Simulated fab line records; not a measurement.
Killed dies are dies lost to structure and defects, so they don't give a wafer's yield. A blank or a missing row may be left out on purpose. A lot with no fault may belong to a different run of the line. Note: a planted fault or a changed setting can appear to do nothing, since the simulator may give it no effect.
Which tool is to blame? | flow sky130 | 11 lots with 33 wafers sampled at 3 steps, on a route of 708 steps

WHAT THE GAUGES READ, wafer by wafer
SKY_RES_XHIGH_TW_MEAS_09.
lot  | measured     | on            | RES_XHIGH_TW
L799 | day 26 03:22 | film_metro-04 | 1618 1609 1617
L800 | day 26 19:59 | film_metro-01 | 1581 1597 1589
L802 | day 27 09:48 | film_metro-02 | 1639 1636 1630
L807 | day 29 08:08 | film_metro-02 | 1643 1651 1645
L808 | day 30 08:14 | film_metro-01 | 1590 1594 1588
L809 | day 30 13:24 | film_metro-02 | 791 796 803 791 802 801
L810 | day 30 14:15 | film_metro-04 | 785 787 785 780 784 781
L817 | day 32 21:37 | film_metro-04 | 1609 1611 1613
L818 | day 33 02:21 | film_metro-02 | 1647 1650 1651
L819 | day 33 07:20 | film_metro-02 | 1646 1642 1646
L820 | day 34 07:51 | film_metro-01 | 1587 1581 1581

EACH LOT AND THE TOOL THAT RAN IT (in order: tool; ch and the chambers of the sampled wafers; start)
lot  | SKY_SD_P_STRIP_10                    | SKY_RES_XHIGH_IMPLANT_07
L799 | plasma_asher-03 ch 0,1, day 24 21:30 | implanter-03 ch 0, day 26 03:07
L800 | plasma_asher-04 ch 0,1, day 25 14:56 | implanter-03 ch 0, day 26 19:46
L802 | plasma_asher-04 ch 0,1, day 26 04:38 | implanter-02 ch 0, day 27 09:34
L807 | plasma_asher-01 ch 0,1, day 28 03:50 | implanter-03 ch 0, day 29 07:53
L808 | plasma_asher-04 ch 0,1, day 29 04:11 | implanter-03 ch 0, day 30 08:00
L809 | plasma_asher-03 ch 0,1, day 29 09:08 | implanter-03 ch 0, day 30 13:10
L810 | plasma_asher-04 ch 0,1, day 29 10:47 | implanter-03 ch 0, day 30 14:02
L817 | plasma_asher-01 ch 0,1, day 31 18:41 | implanter-01 ch 0, day 32 21:22
L818 | plasma_asher-03 ch 0,1, day 31 23:08 | implanter-01 ch 0, day 33 02:08
L819 | plasma_asher-01 ch 0,1, day 32 03:53 | implanter-01 ch 0, day 33 07:05
L820 | plasma_asher-04 ch 0, day 33 06:00   | implanter-01 ch 0, day 34 07:37
- SKY_SD_P_STRIP_10: strips in O2/N2.
- SKY_RES_XHIGH_IMPLANT_07

THE ANSWER, worked out from the rows above alone
Rule: what is usual is taken from the lots themselves. The widest of any qualifying gaps counts: lots, ordered by their means at a reading, are off when they make up no more than a third of the lots, leave a main group of 4 or more, and stand apart from it by 3 or more times the standard deviation of that group's means. If all means in a main group match to the digits the tables above print for the reading, that group is not used. Also off: a lot with no number at a reading for which 4 or more lots have one. Any other lot the step has rows for is counted as sound.
Off: L809, L810, at SKY_RES_XHIGH_TW_MEAS_09 (RES_XHIGH_TW). Mean 1618 and standard deviation 25 in the main group.
A tool fits if, at a process step before that reading, it ran every lot that is off, and no sound lot after the first of them. The gauges at SKY_RES_XHIGH_TW_MEAS_09 are tried like those tools. One fits: implanter-03 at SKY_RES_XHIGH_IMPLANT_07. Its last sound lot is L808 (day 30 08:00), its first lot that is off L809 (day 30 13:10): a fault that began between those two fits.

WHAT THE SIMULATOR HAD PUT IN
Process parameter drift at SKY_RES_XHIGH_IMPLANT_07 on implanter-03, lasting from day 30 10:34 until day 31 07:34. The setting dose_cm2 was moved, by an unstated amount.
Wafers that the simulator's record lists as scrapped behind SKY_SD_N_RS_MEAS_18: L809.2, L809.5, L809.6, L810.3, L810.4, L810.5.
Shown lots that were struck: L809, L810. The same result came from the rule above.
